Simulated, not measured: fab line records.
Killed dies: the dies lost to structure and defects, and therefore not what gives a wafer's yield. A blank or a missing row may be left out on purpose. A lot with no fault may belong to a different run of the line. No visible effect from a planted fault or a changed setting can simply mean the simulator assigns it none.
A lot that was struck, set against a sound lot | flow gf180mcu | 17 steps out of a route of 602
Sound: the wafers L448.1, L448.3, L448.5. The struck wafers were L449.1, L449.2, L449.4. At the end, the cause is stated.
For every step that has rows: the tool of each side, followed by ch and its chambers, followed by its first start. Under that, the readings that differ: sound wafers | struck wafers | difference of the means | sigmas: that difference in standard deviations of wafers without a fault.
alike: words and numbers the same on both sides, and readings whose means are apart by under 2 such deviations; not compared: readings that were withheld, readings missing a value for some wafer, numbers with overlapping values and no deviation given by the record, and bounds like >300 which may hide the same value.
The two part at a step that has a row with sigmas, a row that says differs or no value, or rows on one side only. Numbers that have no deviation but don't overlap get no sigmas and don't part them. A reading missing from all wafers of one side parts the sides only when that side holds two or more wafers.

first, 4 steps without rows for these wafers: GF_M1_SOFTBAKE_10 (time 60 s); GF_M1_EXPOSE_11 (exposes mask Metal1, target cd 230 nm); GF_M1_PEB_12 (peb time 90 s); GF_M1_DEVELOP_13 (develop time 60 s).
GF_M1_CD_MEAS_14 targets a cd of 230 nm.
  sound on cd_sem-02 at day 18 03:33; struck on cd_sem-01 at day 18 09:55
  alike: cd_nm
GF_M1_OVL_MEAS_15:
  sound on overlay-02 at day 18 03:40; struck on overlay-02 at day 18 10:02
  alike: M1_OVL
GF_M1_METAL_ETCH_16: etches the open film in Cl2/BCl3, stops on SiO2, target depth 750.8 nm, time 125.1 s.
  sound on rie_metal-02 ch 0, day 18 03:43; struck on rie_metal-03 ch 0,1, day 18 10:04
  alike: drypump_motor_current_A, he_backside_leak_sccm, oes_product_au, throttle_valve_pct
  not compared: rf_hours_counter_h
GF_M1_STRIP_17: strips in O2/N2.
  sound on plasma_asher-01 ch 0,1, day 18 03:50; struck on plasma_asher-04 ch 0,1, day 18 10:15
  alike: drypump_motor_current_A, heater_power_w, oes_product_au, strip_time_to_endpoint_s
  not compared: rf_hours_counter_h
then, 3 steps without rows for these wafers: GF_M1_STRIP_18 (strips in post etch residue remover, time 1200 s); GF_M1_CLEAN_19 (cleans in DIW); GF_V1_CVD_00 (deposits SiO2, target thk 600 nm, time 100 s).
GF_V1_THK_MEAS_01:
  sound on film_metro-01 at day 18 04:26; struck on film_metro-03 at day 18 10:51
  alike: V1_CVD_00_THK
GF_V1_CVD_02: deposits SiO2 from TEOS, target thk 850 nm, time 94.851 s.
  sound on pecvd-03 ch 0,1, day 18 04:30; struck on pecvd-01 ch 0,1,2, day 18 10:55
  reading                             | sound             | struck            | difference | sigmas
  rf_fwd_power_W (W)                  | 597.0 598.2 599.9 | 837.1 840.0 836.7 | +239.6     | +99 or more
  model.SiO2_of_V1_CVD_02.thk_nm (nm) | 854.2 838.8 861.6 | 926 927.5 942     | +80        |
  alike: heater_power_w
GF_V1_THK_MEAS_03:
  sound on film_metro-03 at day 18 04:34; struck on film_metro-01 at day 18 10:59
  reading            | sound       | struck      | difference | sigmas
  V1_CVD_02_THK (nm) | 855 839 861 | 926 928 943 | +81        | +9
GF_V1_CMP_04: polishes SiO2.
  sound on cmp-02 ch 0,2,3, day 18 04:41; struck on cmp-02 ch 0,1,3, day 18 11:05
  reading                | sound    | struck      | difference | sigmas
  time_to_endpoint_s (s) | 82 76 84 | 108 111 112 | +30        | +6
  alike: edge_zone_pressure_frac, motor_current_A
GF_V1_BOW_MEAS_05:
  sound on film_metro-01 at day 18 04:56; struck on film_metro-03 at day 18 11:20
  reading     | sound     | struck   | difference | sigmas
  V1_BOW (um) | 100 92 87 | 86 78 71 | -15        | -2
GF_PASSIVATION_PROBE_99:
  the record has rows for the sound wafers here (prober-02, day 29 19:22) and none for the struck ones

== WHERE THEY PART ==
Last at GF_PASSIVATION_PROBE_99 as far as this record goes, first at GF_V1_CVD_02.

WHY: the cause the simulator had injected
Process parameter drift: pecvd-01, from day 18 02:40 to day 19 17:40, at GF_V1_CVD_02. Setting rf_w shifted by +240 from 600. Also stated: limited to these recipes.
